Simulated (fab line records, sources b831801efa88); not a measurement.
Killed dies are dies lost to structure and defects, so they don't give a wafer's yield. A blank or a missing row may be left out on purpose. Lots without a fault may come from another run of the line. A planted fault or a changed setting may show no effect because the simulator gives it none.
A struck lot beside a sound one | flow sky130 | 21 steps out of a route of 708
Sound: wafers L336.1, L336.2, L336.4. Struck: wafers L333.1, L333.3, L333.6. The cause comes at the end.
At each step with rows: each side's tool, then ch and its chambers, then its first start. Under that, the readings that differ: sound wafers | struck wafers | difference of the means | sigmas: that difference in standard deviations of wafers without a fault.
alike: readings whose means differ by less than 2 such deviations, and words and numbers that are the same on both sides. not compared: withheld readings, readings that some wafer has no value for, bounds like >300 that may hide the same value, and numbers for which the record gives no deviation and whose values overlap.
The two part at a step that has a row with sigmas, a row that says differs or no value, or rows on one side only. Numbers that don't overlap but have no deviation are shown without sigmas and don't part them. A reading that every wafer of one side lacks parts them only if that side has two wafers or more.

SKY_METAL5_DESCUM_14: chemistry O2, time 11 s.
  sound on rie_metal-02 ch 0,1, day 48 02:39; struck on rie_metal-02 ch 0,1, day 47 21:11
  alike: drypump_motor_current_A, oes_product_au
  not compared: rf_hours_counter_h
SKY_METAL5_METAL_ETCH_15: etches the open film in Cl2/BCl3, stops on SiO2, target depth 1260 nm, time 252 s.
  sound on rie_metal-02 ch 0,1, day 48 02:41; struck on rie_metal-02 ch 0,1, day 47 21:13
  alike: drypump_motor_current_A, oes_product_au, throttle_valve_pct
  not compared: rf_hours_counter_h
SKY_METAL5_STRIP_16: strips in O2/N2.
  sound on plasma_asher-02 ch 0,1, day 48 02:55; struck on plasma_asher-02 ch 0,1, day 47 21:28
  alike: drypump_motor_current_A, oes_product_au, strip_time_to_endpoint_s
  not compared: rf_hours_counter_h
then, 3 steps without rows for these wafers: SKY_METAL5_STRIP_17 (strips in post etch residue remover, time 1200 s); SKY_METAL5_CLEAN_18 (cleans in IPA, time 180 s); SKY_METAL5_CLEAN_19 (cleans in O3/DIW).
SKY_PASSIVATION_CVD_00: deposits SiO2, target thk 90 nm.
  sound on pecvd-02 ch 0,2, day 48 03:41; struck on pecvd-02 ch 0,1,2, day 47 22:04
  alike: heater_power_w
SKY_PASSIVATION_THK_MEAS_01:
  sound on film_metro-02, day 48 03:42; struck on film_metro-01, day 47 22:05
  alike: PASSIVATION_CVD_00_THK
SKY_PASSIVATION_CVD_02: deposits Si3N4, target thk 540 nm.
  sound on pecvd-01 ch 0,2, day 48 03:46; struck on pecvd-01 ch 0,2, day 47 22:08
  alike: heater_power_w
SKY_PASSIVATION_THK_MEAS_03:
  sound on film_metro-04, day 48 03:59; struck on film_metro-01, day 47 22:22
  alike: PASSIVATION_CVD_02_THK
then, 2 steps without rows for these wafers: SKY_PASSIVATION_DEHYDRATE_04 (time 60 s); SKY_PASSIVATION_HMDS_05 (prime time 60 s).
SKY_PASSIVATION_COAT_06: resist thk 3000 nm.
  sound on litho_track-03 ch 0, day 48 12:39; struck on litho_track-01 ch 0, day 48 06:59
  reading                                       | sound             | struck            | difference | sigmas
  chill_plate_temp_C (C)                        | 22.88 22.83 22.87 | 23.05 23.17 23.02 | +0.22      | +2
  model.coat_of_PASSIVATION_COAT_06.thk_nm (nm) | 3004 3011 3001    | 2636 2636 2629    | -372       |
then, 4 steps without rows for these wafers: SKY_PASSIVATION_SOFTBAKE_07; SKY_PASSIVATION_EXPOSE_08 (exposes mask NSM, target cd 3000 nm); SKY_PASSIVATION_PEB_09; SKY_PASSIVATION_DEVELOP_10 (develop time 60 s).
SKY_PASSIVATION_ETCH_11: etches the open film in CF4/O2, stops on AlCu, target depth 725 nm, time 161.1 s.
  sound on rie_diel-04 ch 0,1,3, day 48 21:48; struck on rie_diel-02 ch 1,2,3, day 48 16:36
  reading                                       | sound          | struck         | difference | sigmas
  model.coat_of_PASSIVATION_COAT_06.thk_nm (nm) | 2519 2523 2508 | 2153 2154 2139 | -368       |
  model.PASSIVATION.cd_nm (nm)                  | 2983 2984 2990 | 3022 3019 3026 | +37        |
  alike: drypump_motor_current_A, oes_product_au, throttle_valve_pct
  not compared: rf_hours_counter_h
SKY_PASSIVATION_STRIP_12: strips in O2/N2.
  sound on plasma_asher-02 ch 0,1, day 48 21:55; struck on plasma_asher-03 ch 0,1, day 48 16:43
  reading                      | sound             | struck            | difference | sigmas
  strip_time_to_endpoint_s (s) | 31.56 31.59 31.41 | 27.29 27.28 27.16 | -4.28      | -36
  alike: drypump_motor_current_A, oes_product_au
  not compared: rf_hours_counter_h
then, 1 step without rows for these wafers: SKY_PAD_OPEN_DEHYDRATE_00 (time 60 s).
SKY_PAD_OPEN_PROBE_99:
  the record has rows for the struck wafers here (prober-02, day 49 11:42) and none for the sound ones

WHERE THEY PART
First at SKY_PASSIVATION_COAT_06; last, within this record, at SKY_PAD_OPEN_PROBE_99.

WHY: what the simulator had put in
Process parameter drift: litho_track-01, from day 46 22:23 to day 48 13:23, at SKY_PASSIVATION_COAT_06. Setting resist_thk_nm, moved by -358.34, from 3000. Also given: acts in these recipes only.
